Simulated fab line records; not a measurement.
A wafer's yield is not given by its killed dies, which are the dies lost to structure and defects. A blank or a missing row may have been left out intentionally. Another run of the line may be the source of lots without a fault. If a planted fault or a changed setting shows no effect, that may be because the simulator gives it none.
Struck lot and sound lot, side by side || flow sfq-line || 14 steps out of a route of 325
Sound: the wafers L923.4, L923.5, L923.6. The struck wafers were L917.1, L917.5, L917.6. At the end, the cause is stated.
At each step with rows: each side's tool, then ch and its chambers, then its first start. Under that, the readings that differ: sound wafers || struck wafers || difference of the means || sigmas: that difference in standard deviations of wafers without a fault.
alike: readings with means less than 2 such deviations apart, plus words and numbers identical on both sides. not compared: withheld readings, readings lacking a value on some wafer, bounds such as >300 that could conceal the same value, and numbers that have no deviation in the record and whose values overlap.
Wherever a step has rows on one side only, a row that says differs or no value, or a row with sigmas, the two part there. When numbers do not overlap yet have no deviation, they are printed without sigmas and do not part them. A reading missing from all wafers of one side parts the sides only when that side holds two or more wafers.

SFQ_TRILAYER_M7_BARC_OPEN_METAL_ETCH_229: etches BARC in O2, target depth 125 nm, time 41.7 s.
  sound on rie-metal-02 ch 0,1, day 86 07:51; struck on rie-metal-01 ch 0,1, day 85 19:11
{"reading": "drypump-motor-current-A (A)", "sound": "5.2 4.6 5.2", "struck": "6.2 6.5 6.2", "difference": "+1.3", "sigmas": "+2"}
  alike: oes-product-au
  not compared: rf-hours-counter-h
SFQ_TRILAYER_M7_ETCH_METAL_ETCH_180: etches Nb in Cl2/Ar, stops on SiO2, target depth 240 nm, time 120 s.
  sound on rie-metal-02 ch 0,1, day 86 07:56; struck on rie-metal-01 ch 0,1, day 85 19:15
{"reading": "drypump-motor-current-A (A)", "sound": "5.3 4.6 5.3", "struck": "6.2 6.5 6.2", "difference": "+1.2", "sigmas": "+2"}
  alike: oes-product-au
  not compared: rf-hours-counter-h
SFQ_TRILAYER_M7_STRIP_STRIP_181: strips in O2.
  sound on rie-metal-02 ch 0,1, day 86 08:13; struck on rie-metal-01 ch 0,1, day 85 19:23
{"reading": "drypump-motor-current-A (A)", "sound": "5.2 4.6 5.3", "struck": "6.2 6.6 6.2", "difference": "+1.3", "sigmas": "+2"}
  alike: oes-product-au
  not compared: rf-hours-counter-h
then, 1 step without rows for these wafers: SFQ_TRILAYER_M7_STRIP_SOLV_CLEAN_182 (cleans in NMP, time 600 s).
SFQ_TRILAYER_I7_DEP_PECVD_183: deposits SiO2 from SiH4/N2O, time 111.11 s, target thk 500 nm.
  sound on pecvd-03 ch 0,1,2, day 86 08:50; struck on pecvd-03 ch 1,2, day 85 20:09
  alike: heater-power-w, throttle-valve-pct
then, 1 step without rows for these wafers: SFQ_TRILAYER_I7_CMP_CMP_184 (polishes SiO2).
SFQ_I7_BOW_MEAS_946:
  sound on film-metro-03 at day 86 12:55; struck on film-metro-03 at day 85 23:14
  alike: I7_BOW
SFQ_TRILAYER_I7_METRO_MEASURE_185:
  sound on film-metro-03 at day 86 13:34; struck on film-metro-03 at day 85 23:21
  alike: thk-nm
then, 4 steps without rows for these wafers: SFQ_TRILAYER_I7_VIA_LITHO_COAT_192 (resist thk 62 nm); SFQ_TRILAYER_I7_VIA_LITHO_COAT_187 (resist thk 650 nm); SFQ_TRILAYER_I7_VIA_LITHO_SOFTBAKE_191; SFQ_TRILAYER_I7_VIA_LITHO_EXPOSE_188 (exposes mask I7, target cd 1000 nm).
-- the record jumps here: 4 days lie between the struck wafers' starts before and after --
SFQ_TRILAYER_I7_VIA_LITHO_PEB_190: peb time 60 s.
  struck on litho-track-02, day 89 20:50; sound on litho-track-02 ch 0, day 90 11:19
  no value came back on the struck wafers for chill-plate-temp-C (C), exhaust-pa (Pa); on the sound wafers chill-plate-temp-C (C) reads 22.95 23.02 22.92
then, 1 step without rows for these wafers: SFQ_TRILAYER_I7_VIA_LITHO_DEVELOP_189 (time 60 s).

WHERE THEY PART
At SFQ_TRILAYER_M7_BARC_OPEN_METAL_ETCH_229 first; at SFQ_TRILAYER_I7_VIA_LITHO_PEB_190 last (within this record only).

WHY: the cause the simulator had injected
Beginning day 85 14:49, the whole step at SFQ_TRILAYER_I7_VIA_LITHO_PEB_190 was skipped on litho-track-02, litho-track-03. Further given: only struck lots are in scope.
